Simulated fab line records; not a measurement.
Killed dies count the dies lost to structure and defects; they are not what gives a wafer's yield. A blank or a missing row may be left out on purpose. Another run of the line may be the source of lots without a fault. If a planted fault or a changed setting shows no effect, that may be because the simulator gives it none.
fab line records ; flow sky130 ; part 1 of 2: steps 1 to 43 of 44
[record] lots = 6; wafers = 18; last-day = 50
route steps=708 shown FIELD_ISO@17 NWELL@32 DNWELL@35 PWDE@45 SALICIDE@361 PAD_OPEN@708
lots untouched by any fault: they come from a run of this same line in which no faults occurred
start-h: start of the lot's first displayed wafer, in hours after the record's first day ; wait-h: hours elapsed since this lot's preceding step ; " the same as in the row above ; L1.1+2: a single row standing in for several wafers ; - no value present, or no start provided ; * or withheld: withheld ; < > ~ a bound
route shown NAME@n: a module of which the file shows steps, and the number in the route of the first ; usual: mean/standard deviation of fault-free wafers ; same: alike in all rows ; chamber/n: place in a boat ; sites: per-site readings ; _std_site: their standard deviation ; _edge_site: inner sites' mean taken away from outer sites' mean ; radius-mm: how far each site lies from the wafer's centre ; mask NAME#n: copy n ; behind: the last tool/chamber to shape the wafer ; hold: the reason the lot was held/the length of the hold in hours/how it ended ; device: transistor that didn't switch, given as n, p or np ; end of line: the tests these same wafers got at the end of their route ; a step without rows: its recipe alone ; killed: dies lost to structure and defects at the first sort, not the wafer's yield ; map: dies across one wafer; x = killed, . = not, _ = none there
set.NAME: the run value of the setting; set.NAME@STEP: its run value at that earlier step ; model.NAME: the simulator's own value behind a step, which no gauge read
certain route steps with their lots: each step a table, each wafer a row
services: a tool's chamber out of use, with start hour (start-h, from the record's first day; less than 0 if before it), hours out, and reason
[[steps]]
[step SKY_FIELD_ISO_STRIP_16]
[recipe] chemistry = O2/N2; power-w = 1400; pressure-mtorr = 1500; platen-temp-c = withheld; o2-flow-sccm = 3000; n2-flow-sccm = 300; overash-fraction = 0.5
[usual] drypump-motor-current-A = 5.71/0.24; oes-product-au = 0.377/0.0045; strip-time-to-endpoint-s = 3.53/0.044
lot.wafer;tool;chamber;start-h;wait-h;drypump-motor-current-A;oes-product-au;rf-hours-counter-h;strip-time-to-endpoint-s
L835.1;plasma-asher-02;1;44.49;0.0;5.79;0.376;38;3.56
L835.2;plasma-asher-02;0;44.49;0.0;5.61;0.372;38;3.51
L835.3;plasma-asher-02;1;44.49;0.0;5.76;0.369;-;3.58
L838.4;plasma-asher-03;1;60.11;0.1;5.42;0.380;-;3.61
L838.5;plasma-asher-03;1;60.11;0.1;5.41;0.376;-;3.63
L838.6;plasma-asher-03;0;60.11;0.1;5.66;0.379;-;3.52
L840.3;plasma-asher-04;1;69.51;0.1;6.16;0.375;-;3.52
L840.5;plasma-asher-04;0;69.51;0.1;5.59;0.372;-;3.46
L840.6;plasma-asher-04;1;69.51;0.1;6.19;0.381;-;3.51
L842.1;plasma-asher-02;1;81.49;0.0;5.77;0.378;42;3.57
L842.3;plasma-asher-02;0;81.49;0.0;5.61;0.374;-;3.52
L842.5;plasma-asher-02;0;81.49;0.0;5.61;0.379;-;3.51
L847.1;plasma-asher-03;0;102.54;0.0;5.68;0.379;29;3.52
L847.4;plasma-asher-03;1;102.54;0.0;5.40;0.371;-;3.52
L847.6;plasma-asher-03;1;102.54;0.0;5.41;0.377;-;3.53
L855.2;plasma-asher-04;0;148.74;0.0;5.60;0.377;46;3.60
L855.4;plasma-asher-04;0;148.74;0.0;5.60;0.378;-;3.55
L855.5;plasma-asher-04;1;148.74;0.0;6.13;0.375;-;3.53
[step SKY_FIELD_ISO_ETCH_17]
[recipe] target-depth-a = 3420; mask-material = Si3N4; chemistry = HBr/Cl2/O2; target = Si; taper-deg = 5; icp-w = 600; bias-w = 150; pressure-mtorr = 15; HBr_flow_sccm = 150; Cl2_flow_sccm = 40; O2_flow_sccm = 6; time-s = 97.7
[usual] drypump-motor-current-A = 5.8/0.42; oes-product-au = 0.998/0.012; throttle-valve-pct = 25.657/0.011
lot.wafer;tool;chamber;start-h;wait-h;drypump-motor-current-A;oes-product-au;rf-hours-counter-h;throttle-valve-pct
L835.1;rie-si-01;3;44.59;0.1;5.8;1.004;63;25.663
L835.2;rie-si-01;0;44.59;0.1;5.5;0.989;62;25.670
L835.3;rie-si-01;1;44.59;0.1;6.3;1.009;109;25.640
L838.4;rie-si-01;1;60.17;0.0;6.3;1.006;110;25.666
L838.5;rie-si-01;1;60.17;0.0;6.3;1.001;-;25.668
L838.6;rie-si-01;2;60.17;0.0;6.2;0.983;-;25.647
L840.3;rie-si-01;0;69.57;0.0;5.5;0.979;63;25.656
L840.5;rie-si-01;0;69.57;0.0;5.5;0.991;-;25.660
L840.6;rie-si-01;1;69.57;0.0;6.3;0.994;-;25.658
L842.1;rie-si-02;3;81.59;0.1;6.2;1.030;0;25.628
L842.3;rie-si-02;1;81.59;0.1;5.7;1.000;87;25.660
L842.5;rie-si-02;2;81.59;0.1;5.0;1.008;-;25.639
L847.1;rie-si-02;0;102.64;0.1;5.6;1.006;2;25.657
L847.4;rie-si-02;3;102.64;0.1;6.2;1.030;0;25.636
L847.6;rie-si-02;1;102.64;0.1;5.6;0.996;-;25.650
L855.2;rie-si-01;0;148.84;0.1;5.5;0.990;63;25.669
L855.4;rie-si-01;2;148.84;0.1;6.2;0.995;55;25.663
L855.5;rie-si-01;0;148.84;0.1;5.5;0.977;-;25.667
[step SKY_FIELD_ISO_WET_ETCH_18]
[recipe] chemistry = H3PO4; target-depth-nm = 25; temp-c = 160; target = Si3N4; time-s = 286
[step SKY_FIELD_ISO_CLEAN_19]
[recipe] chemistry = SC1/SC2; mix = 1:4:20; temp-c = 70; time-s = 150
[step SKY_FIELD_ISO_CLEAN_20]
[recipe] chemistry = dHF; time-s = 20; dilution = 100:1
[step SKY_FIELD_ISO_WET_ETCH_21]
[recipe] chemistry = dHF; dilution = 100:1; target-depth-nm = 20; dry = ipa-marangoni; target = SiO2; temp-c = 25; time-s = 400
[step SKY_FIELD_ISO_OXIDATION_22]
[recipe] temp-c = 950; ambient = O2; stabilise-s = 600; purge-s = 300; target-thk-a = 100; ox-time-s = 623
[step SKY_FIELD_ISO_THK_MEAS_23]
[recipe] reads = SiO2_of_FIELD_ISO_OXIDATION_22
[usual] FIELD_ISO_OXIDATION_01_THK = 10.06/0.15
lot.wafer;tool;chamber;start-h;wait-h;FIELD_ISO_OXIDATION_01_THK[nm]
L835.1;film-metro-02;-;46.16;0.0;10.23
L835.2;film-metro-02;-;46.16;0.0;10.32
L835.3;film-metro-02;-;46.16;0.0;10.31
L838.4;film-metro-04;-;61.74;0.0;10.08
L838.5;film-metro-04;-;61.74;0.0;10.13
L838.6;film-metro-04;-;61.74;0.0;9.89
L840.3;film-metro-02;-;71.12;0.0;9.64
L840.5;film-metro-02;-;71.12;0.0;9.78
L840.6;film-metro-02;-;71.12;0.0;9.91
L842.1;film-metro-01;-;83.68;0.0;9.94
L842.3;film-metro-01;-;83.68;0.0;10.05
L842.5;film-metro-01;-;83.68;0.0;9.90
L847.1;film-metro-04;-;104.77;0.0;10.05
L847.4;film-metro-04;-;104.77;0.0;10.23
L847.6;film-metro-04;-;104.77;0.0;10.08
L855.2;film-metro-01;-;150.39;0.0;10.11
L855.4;film-metro-01;-;150.39;0.0;10.06
L855.5;film-metro-01;-;150.39;0.0;10.12
[step SKY_FIELD_ISO_CVD_24]
[recipe] material = SiO2; target-thk-nm = 595; temp-c = 650; sigma-open-frac = 0.3; time-s = 99.2; sih4-flow-sccm = 60; pressure-mtorr = 6
[step SKY_FIELD_ISO_THK_MEAS_25]
[recipe] reads = SiO2_of_FIELD_ISO_CVD_24
[usual] FIELD_ISO_CVD_24_THK = 595/6.7
lot.wafer;tool;chamber;start-h;wait-h;FIELD_ISO_CVD_24_THK[nm]
L835.1;film-metro-01;-;46.29;0.0;596
L835.2;film-metro-01;-;46.29;0.0;586
L835.3;film-metro-01;-;46.29;0.0;599
L838.4;film-metro-02;-;61.88;0.0;593
L838.5;film-metro-02;-;61.88;0.0;604
L838.6;film-metro-02;-;61.88;0.0;599
L840.3;film-metro-01;-;71.25;0.1;608
L840.5;film-metro-01;-;71.25;0.1;605
L840.6;film-metro-01;-;71.25;0.1;600
L842.1;film-metro-04;-;83.81;0.0;611
L842.3;film-metro-04;-;83.81;0.0;596
L842.5;film-metro-04;-;83.81;0.0;603
L847.1;film-metro-02;-;104.91;0.0;588
L847.4;film-metro-02;-;104.91;0.0;604
L847.6;film-metro-02;-;104.91;0.0;607
L855.2;film-metro-04;-;150.52;0.0;594
L855.4;film-metro-04;-;150.52;0.0;590
L855.5;film-metro-04;-;150.52;0.0;586
[step SKY_FIELD_ISO_ANNEAL_26]
[recipe] temp-c = 1000; time-s = 1800; ambient = N2
[step SKY_FIELD_ISO_CMP_27]
[recipe] stop-on = Si3N4; t-overpolish-s = 16; down-force-psi = 4; platen-rpm = 60; target-thk-nm = 457.8; pad-velocity-m-s = 0.94248
[usual] head-pressure-psi = 4.000/0.009; motor-current-A = 12.1/1.4; overpolish-run-s = 16.000/0.0089; retaining-ring-pressure-frac = 1.000/0.0056; time-to-endpoint-s = 113/4.6
lot.wafer;tool;chamber;start-h;wait-h;head-pressure-psi;motor-current-A;overpolish-run-s;retaining-ring-pressure-frac;time-to-endpoint-s
L835.3;cmp-01;2;48.13;0.0;4.016;13.5;16.012;1.004;109
L835.1;cmp-01;3;48.13;0.0;3.979;14.5;16.006;1.005;118
L835.2;cmp-01;0;48.13;0.0;3.982;11.6;16.010;1.003;111
L838.4;cmp-02;2;64.41;0.1;3.994;11.8;16.000;1.006;111
L838.5;cmp-02;0;64.41;0.1;4.005;11.5;16.005;1.004;116
L838.6;cmp-02;1;64.41;0.1;4.006;10.6;15.994;1.004;117
L840.3;cmp-01;2;72.79;0.0;3.999;13.3;15.994;0.991;113
L840.6;cmp-01;2;72.79;0.0;3.990;12.2;15.992;0.990;108
L840.5;cmp-01;3;72.79;0.0;4.012;15.0;16.004;1.009;119
L842.1;cmp-01;1;85.42;0.1;3.994;12.2;15.998;0.997;114
L842.3;cmp-01;3;85.42;0.1;3.994;14.9;15.999;0.997;116
L842.5;cmp-01;0;85.42;0.1;4.002;11.4;16.014;0.993;118
L847.4;cmp-01;3;106.47;0.0;4.013;14.0;15.991;1.004;120
L847.1;cmp-01;2;106.47;0.0;4.003;13.4;15.988;0.996;115
L847.6;cmp-01;0;106.47;0.0;3.999;11.4;15.996;1.000;123
L855.2;cmp-01;2;153.27;0.0;4.010;13.0;16.000;0.992;113
L855.4;cmp-01;0;153.27;0.0;4.008;11.9;16.007;0.998;112
L855.5;cmp-01;3;153.27;0.0;4.007;14.3;16.007;1.001;116
[step SKY_FIELD_ISO_WET_ETCH_28]
[recipe] chemistry = dHF; target-depth-nm = 23.7; target = SiO2; dilution = 10:1; temp-c = 25; time-s = 47
[usual] bath-heat-duty-pct = 6.7/0.83; temp-c = 25.02/0.099
lot.wafer;tool;chamber;start-h;wait-h;bath-heat-duty-pct;temp-c;model.SiO2_of_FIELD_ISO_CVD_24.thk-nm
L835.1;wet-bench-01;3;48.43;0.2;6.7;24.96;435.4
L835.2;wet-bench-01;3;48.43;0.2;6.8;25.10;433.9
L835.3;wet-bench-01;3;48.43;0.2;6.1;25.03;433.7
L838.4;wet-bench-04;3;64.61;0.1;7.0;25.02;433.4
L838.5;wet-bench-04;3;64.61;0.1;6.7;25.07;435.6
L838.6;wet-bench-04;3;64.61;0.1;6.6;24.94;433.9
L840.3;wet-bench-01;0;73.09;0.2;39.3;42.07;413.5
L840.5;wet-bench-01;0;73.09;0.2;36.0;42.09;414.1
L840.6;wet-bench-01;0;73.09;0.2;36.9;41.99;413.2
L842.1;wet-bench-01;3;85.67;0.2;30.2;42.13;413.9
L842.3;wet-bench-01;3;85.67;0.2;30.2;41.96;415.4
L842.5;wet-bench-01;3;85.67;0.2;30.4;41.97;415.6
L847.1;wet-bench-04;2;106.77;0.1;7.0;24.99;432.1
L847.4;wet-bench-04;2;106.77;0.1;7.2;24.90;436.3
L847.6;wet-bench-04;2;106.77;0.1;6.7;24.77;434.6
L855.2;wet-bench-04;3;153.57;0.2;6.5;25.09;432.6
L855.4;wet-bench-04;3;153.57;0.2;6.3;25.07;434.3
L855.5;wet-bench-04;3;153.57;0.2;7.1;25.09;435
[step SKY_FIELD_ISO_WET_ETCH_29]
[recipe] chemistry = H3PO4; target-depth-nm = 160; target = Si3N4; temp-c = 160; time-s = 1825
[step SKY_FIELD_ISO_WET_ETCH_30]
[recipe] chemistry = dHF; target-depth-nm = 25; target = SiO2; dilution = 10:1; temp-c = 25; time-s = 50
[step SKY_NWELL_CLEAN_00]
[recipe] chemistry = SC1/SC2; mix = 1:4:20; temp-c = 70; time-s = 150; dry = n2-spin
[step SKY_NWELL_OXIDATION_01]
[recipe] temp-c = 900; ambient = O2; stabilise-s = 600; purge-s = 300; target-thk-a = 100; ox-time-s = 1418
[step SKY_NWELL_THK_MEAS_02]
[recipe] reads = SiO2_of_NWELL_OXIDATION_01
[usual] NWELL_OXIDATION_THK = 9.99/0.19
lot.wafer;tool;chamber;start-h;wait-h;NWELL_OXIDATION_THK[nm]
L835.1;film-metro-03;-;50.78;0.0;9.87
L835.2;film-metro-03;-;50.78;0.0;9.80
L835.3;film-metro-03;-;50.78;0.0;9.85
L838.4;film-metro-01;-;67.31;0.1;9.90
L838.5;film-metro-01;-;67.31;0.1;9.88
L838.6;film-metro-01;-;67.31;0.1;9.89
L840.3;film-metro-03;-;75.23;0.0;10.06
L840.5;film-metro-03;-;75.23;0.0;10.09
L840.6;film-metro-03;-;75.23;0.0;10.11
L842.1;film-metro-04;-;88.03;0.0;10.22
L842.3;film-metro-04;-;88.03;0.0;10.14
L842.5;film-metro-04;-;88.03;0.0;10.10
L847.1;film-metro-01;-;109.74;0.0;9.95
L847.4;film-metro-01;-;109.74;0.0;10.16
L847.6;film-metro-01;-;109.74;0.0;10.05
L855.2;film-metro-01;-;156.08;0.0;9.58
L855.4;film-metro-01;-;156.08;0.0;9.49
L855.5;film-metro-01;-;156.08;0.0;9.95
[step SKY_DNWELL_DEHYDRATE_00]
[recipe] temp-c = 200; time-s = 60
[step SKY_DNWELL_HMDS_01]
[recipe] prime-time-s = 60; prime-temp-c = 120
[step SKY_DNWELL_COAT_02]
[recipe] spin-rpm = 2000; resist-thk-nm = 3000
[step SKY_DNWELL_SOFTBAKE_03]
[recipe] temp-c = 110; time-s = withheld
[step SKY_DNWELL_EXPOSE_04]
[recipe] mask-id = DNM; na = 0.57; target-cd-nm = 3000; dose-mj = 222
[step SKY_DNWELL_PEB_05]
[recipe] temp-c = 115; time-s = withheld
[step SKY_DNWELL_DEVELOP_06]
[recipe] wall-angle-deg = 90; developer = TMAH; develop-time-s = 60; dev-temp-c = 23
[step SKY_DNWELL_IMPLANT_07]
[recipe] species = P; energy-kev = withheld; dose-cm2 = withheld; tilt-deg = withheld
[step SKY_DNWELL_STRIP_08]
[recipe] chemistry = O2/N2; power-w = 1400; pressure-mtorr = 1500; platen-temp-c = withheld; o2-flow-sccm = 3000; n2-flow-sccm = 300; overash-fraction = 0.5
[usual] drypump-motor-current-A = 5.74/0.27; oes-product-au = 0.722/0.0051; strip-time-to-endpoint-s = 36.92/0.11
lot.wafer;tool;chamber;start-h;wait-h;drypump-motor-current-A;oes-product-au;rf-hours-counter-h;strip-time-to-endpoint-s
L835.1;plasma-asher-03;1;65.72;0.1;5.41;0.716;25;36.89
L835.2;plasma-asher-03;0;65.72;0.1;5.65;0.738;25;36.92
L835.3;plasma-asher-03;0;65.72;0.1;5.65;0.712;-;36.94
L838.4;plasma-asher-03;1;84.50;0.1;5.41;0.721;-;36.87
L838.5;plasma-asher-03;0;84.50;0.1;5.66;0.718;-;36.95
L838.6;plasma-asher-03;1;84.50;0.1;5.42;0.716;-;36.88
L840.3;plasma-asher-02;1;92.10;0.1;5.78;0.727;-;36.98
L840.5;plasma-asher-02;1;92.10;0.1;5.77;0.724;-;37.02
L840.6;plasma-asher-02;0;92.10;0.1;5.63;0.719;-;36.99
L842.1;plasma-asher-02;1;104.72;0.1;5.81;0.728;44;36.87
L842.3;plasma-asher-02;1;104.72;0.1;5.79;0.727;-;36.88
L842.5;plasma-asher-02;1;104.72;0.1;5.80;0.726;-;36.90
L847.1;plasma-asher-03;1;127.97;0.1;5.43;0.725;31;36.68
L847.4;plasma-asher-03;1;127.97;0.1;5.43;0.726;-;36.65
L847.6;plasma-asher-03;1;127.97;0.1;5.43;0.724;-;36.62
L855.2;plasma-asher-02;1;177.22;0.1;5.77;0.717;51;37.06
L855.4;plasma-asher-02;0;177.22;0.1;5.62;0.721;-;37.07
L855.5;plasma-asher-02;0;177.22;0.1;5.63;0.718;-;37.22
[step SKY_DNWELL_TW_MEAS_09]
[usual] DNWELL_TW = 1121/9.3
lot.wafer;tool;chamber;start-h;wait-h;DNWELL_TW
L835.1;film-metro-04;-;65.96;0.2;1111
L835.2;film-metro-04;-;65.96;0.2;1104
L835.3;film-metro-04;-;65.96;0.2;1106
L838.4;film-metro-04;-;84.60;0.1;1114
L838.5;film-metro-04;-;84.60;0.1;1111
L838.6;film-metro-04;-;84.60;0.1;1109
L840.3;film-metro-01;-;92.19;0.1;1133
L840.5;film-metro-01;-;92.19;0.1;1137
L840.6;film-metro-01;-;92.19;0.1;1124
L842.1;film-metro-03;-;104.82;0.1;1108
L842.3;film-metro-03;-;104.82;0.1;1111
L842.5;film-metro-03;-;104.82;0.1;1113
L847.1;film-metro-01;-;128.07;0.1;1122
L847.4;film-metro-01;-;128.07;0.1;1127
L847.6;film-metro-01;-;128.07;0.1;1129
L855.2;film-metro-03;-;177.33;0.1;1121
L855.4;film-metro-03;-;177.33;0.1;1121
L855.5;film-metro-03;-;177.33;0.1;1123
[step SKY_PWDE_DEHYDRATE_00]
[recipe] temp-c = 200; time-s = 60
[step SKY_PWDE_HMDS_01]
[recipe] prime-time-s = 60; prime-temp-c = 120
[step SKY_PWDE_COAT_02]
[recipe] spin-rpm = 2000; resist-thk-nm = 3000
[step SKY_PWDE_SOFTBAKE_03]
[recipe] temp-c = 110; time-s = withheld
[step SKY_PWDE_EXPOSE_04]
[recipe] mask-id = PWDEM; na = 0.6; source-shape = conventional; sigma-outer = 0.6; polarization = unpolarized; target-cd-nm = 840; dose-mj = 214
[step SKY_PWDE_PEB_05]
[recipe] temp-c = 115; time-s = withheld
[step SKY_PWDE_DEVELOP_06]
[recipe] wall-angle-deg = 90; developer = TMAH; develop-time-s = 60; dev-temp-c = 23
[step SKY_PWDE_OVL_MEAS_07]
[usual] PWDE_OVL = 0.6/1.3
lot.wafer;tool;chamber;start-h;wait-h;PWDE_OVL[nm]
L835.1;overlay-02;-;81.37;-;0.3
L835.2;overlay-02;-;81.37;-;0.5
L835.3;overlay-02;-;81.37;-;2.0
L838.4;overlay-02;-;101.39;-;2.6
L838.5;overlay-02;-;101.39;-;2.7
L838.6;overlay-02;-;101.39;-;1.4
L840.3;overlay-01;-;109.18;-;0.3
L840.5;overlay-01;-;109.18;-;2.1
L840.6;overlay-01;-;109.18;-;1.3
L842.1;overlay-01;-;123.17;-;-0.6
L842.3;overlay-01;-;123.17;-;1.3
L842.5;overlay-01;-;123.17;-;0.3
L847.1;overlay-02;-;146.61;-;0.5
L847.4;overlay-02;-;146.61;-;3.8
L847.6;overlay-02;-;146.61;-;1.7
L855.2;overlay-01;-;197.87;-;1.3
L855.4;overlay-01;-;197.87;-;-1.1
L855.5;overlay-01;-;197.87;-;0.8
[step SKY_PWDE_IMPLANT_08]
[recipe] species = B; energy-kev = 150; dose-cm2 = 3.518e+12; tilt-deg = withheld
[step SKY_PWDE_STRIP_09]
[recipe] chemistry = O2/N2; power-w = 1400; pressure-mtorr = 1500; platen-temp-c = withheld; o2-flow-sccm = 3000; n2-flow-sccm = 300; overash-fraction = 0.5
[usual] drypump-motor-current-A = 5.96/0.27; oes-product-au = 0.723/0.0043; strip-time-to-endpoint-s = 36.87/0.099
lot.wafer;tool;chamber;start-h;wait-h;drypump-motor-current-A;oes-product-au;rf-hours-counter-h;strip-time-to-endpoint-s
L835.1;plasma-asher-01;1;81.55;0.1;6.30;0.723;38;36.90
L835.2;plasma-asher-01;0;81.55;0.1;5.98;0.721;38;36.80
L835.3;plasma-asher-01;1;81.55;0.1;6.27;0.721;-;36.96
L838.4;plasma-asher-04;0;101.59;0.1;5.59;0.721;-;36.75
L838.5;plasma-asher-04;1;101.59;0.1;6.19;0.723;-;36.84
L838.6;plasma-asher-04;0;101.59;0.1;5.59;0.721;-;36.69
L840.3;plasma-asher-04;1;109.39;0.1;6.18;0.718;-;36.94
L840.5;plasma-asher-04;1;109.39;0.1;6.19;0.722;-;36.91
L840.6;plasma-asher-04;0;109.39;0.1;5.58;0.718;-;36.88
L842.1;plasma-asher-02;1;123.35;0.1;5.77;0.726;46;36.75
L842.3;plasma-asher-02;0;123.35;0.1;5.63;0.723;-;36.89
L842.5;plasma-asher-02;0;123.35;0.1;5.63;0.727;-;36.81
L847.1;plasma-asher-01;0;146.79;0.1;5.98;0.723;3;36.99
L847.4;plasma-asher-01;1;146.79;0.1;6.29;0.722;-;37.11
L847.6;plasma-asher-01;0;146.79;0.1;5.93;0.724;-;37.02
L855.2;plasma-asher-01;1;198.05;0.1;6.28;0.716;8;36.96
L855.4;plasma-asher-01;0;198.05;0.1;5.93;0.715;-;36.89
L855.5;plasma-asher-01;0;198.05;0.1;5.97;0.731;-;36.93
[step SKY_PWDE_TW_MEAS_10]
[usual] PWDE_TW = 373.0/2.4
lot.wafer;tool;chamber;start-h;wait-h;PWDE_TW
L835.1;film-metro-03;-;81.65;0.1;375.2
L835.2;film-metro-03;-;81.65;0.1;374.3
L835.3;film-metro-03;-;81.65;0.1;372.9
L838.4;film-metro-04;-;101.69;0.1;369.6
L838.5;film-metro-04;-;101.69;0.1;369.1
L838.6;film-metro-04;-;101.69;0.1;368.2
L840.3;film-metro-03;-;109.48;0.1;371.2
L840.5;film-metro-03;-;109.48;0.1;369.9
L840.6;film-metro-03;-;109.48;0.1;374.5
L842.1;film-metro-03;-;123.45;0.1;375.4
L842.3;film-metro-03;-;123.45;0.1;374.4
L842.5;film-metro-03;-;123.45;0.1;374.7
L847.1;film-metro-04;-;146.89;0.1;368.7
L847.4;film-metro-04;-;146.89;0.1;372.5
L847.6;film-metro-04;-;146.89;0.1;373.4
L855.2;film-metro-04;-;198.16;0.1;372.1
L855.4;film-metro-04;-;198.16;0.1;371.2
L855.5;film-metro-04;-;198.16;0.1;371.3
[step SKY_NWELL_DEHYDRATE_03]
[recipe] temp-c = 200; time-s = 60
[step SKY_NWELL_HMDS_04]
[recipe] prime-time-s = 60; prime-temp-c = 120
[step SKY_NWELL_COAT_05]
[recipe] spin-rpm = 2000; resist-thk-nm = 3000
[step SKY_SALICIDE_CLEAN_00]
[recipe] chemistry = HF-last; time-s = 30; dilution = 100:1; dry = ipa-marangoni
lot.wafer;tool;chamber;start-h;wait-h;model.SiO2_of_FIELD_ISO_CVD_24.thk-nm
L835.1;wet-bench-02;3;675.87;0.1;360.2
L835.2;wet-bench-02;3;675.87;0.1;359.1
L835.3;wet-bench-02;3;675.87;0.1;358.9
L838.4;wet-bench-04;3;724.56;0.0;358.5
L838.5;wet-bench-04;3;724.56;0.0;360.5
L838.6;wet-bench-04;3;724.56;0.0;359
L840.3;wet-bench-04;1;726.42;0.1;337.8
L840.5;wet-bench-04;1;726.42;0.1;338.3
L840.6;wet-bench-04;1;726.42;0.1;337.4
L842.1;wet-bench-04;1;737.46;0.1;338.9
L842.3;wet-bench-04;1;737.46;0.1;340.4
L842.5;wet-bench-04;1;737.46;0.1;340.6
L847.1;wet-bench-01;3;763.86;0.1;356.4
L847.4;wet-bench-01;3;763.86;0.1;360.3
L847.6;wet-bench-01;3;763.86;0.1;358.6
L855.2;wet-bench-01;0;823.43;0.1;356.9
L855.4;wet-bench-01;0;823.43;0.1;358.8
L855.5;wet-bench-01;0;823.43;0.1;359.4
[[key]]
[first-sign] step = SKY_FIELD_ISO_WET_ETCH_28; reading = temp-c; direction = up; sigmas = 99+; usual = *; struck = *
[effect] step = SKY_FIELD_ISO_WET_ETCH_28; reading = bath-heat-duty-pct; direction = up; sigmas = 33; usual = 6.7; struck = 33.8
[model-effect] step = SKY_FIELD_ISO_WET_ETCH_28; value = SiO2_of_FIELD_ISO_CVD_24.thk-nm; without = 434.3; struck = 414.3
[model-effect] step = SKY_SALICIDE_CLEAN_00; value = SiO2_of_FIELD_ISO_CVD_24.thk-nm; without = 358.9; struck = 338.9
[model-effect] step = SKY_PAD_OPEN_PROBE_99; value = etest.res_p_drift_20v.line-ohm-um; without = 1.215e+04; struck = 1.076e+04
met-at SKY_FIELD_ISO_WET_ETCH_28
struck-wafers L840.3,L840.5,L840.6,L842.1,L842.3,L842.5
tester-left-out L840,L842
onset-between 48.43 73.09
[fault] kind = process-parameter-drift; tool = wet-bench-01; chamber = -; onset-h = 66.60; steps = SKY_FIELD_ISO_WET_ETCH_28; channel = temp-c; offset = *; shape = step; end-h = 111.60; acts-in = *; stated = *
// tester-left-out: of these lots the tester's yield and bins aren't shown, on N5 and GAA mostly nor the transistor test; their killed dies are dies lost to structure and defects alone, not to doping, threshold or leakage, so they don't give the yield
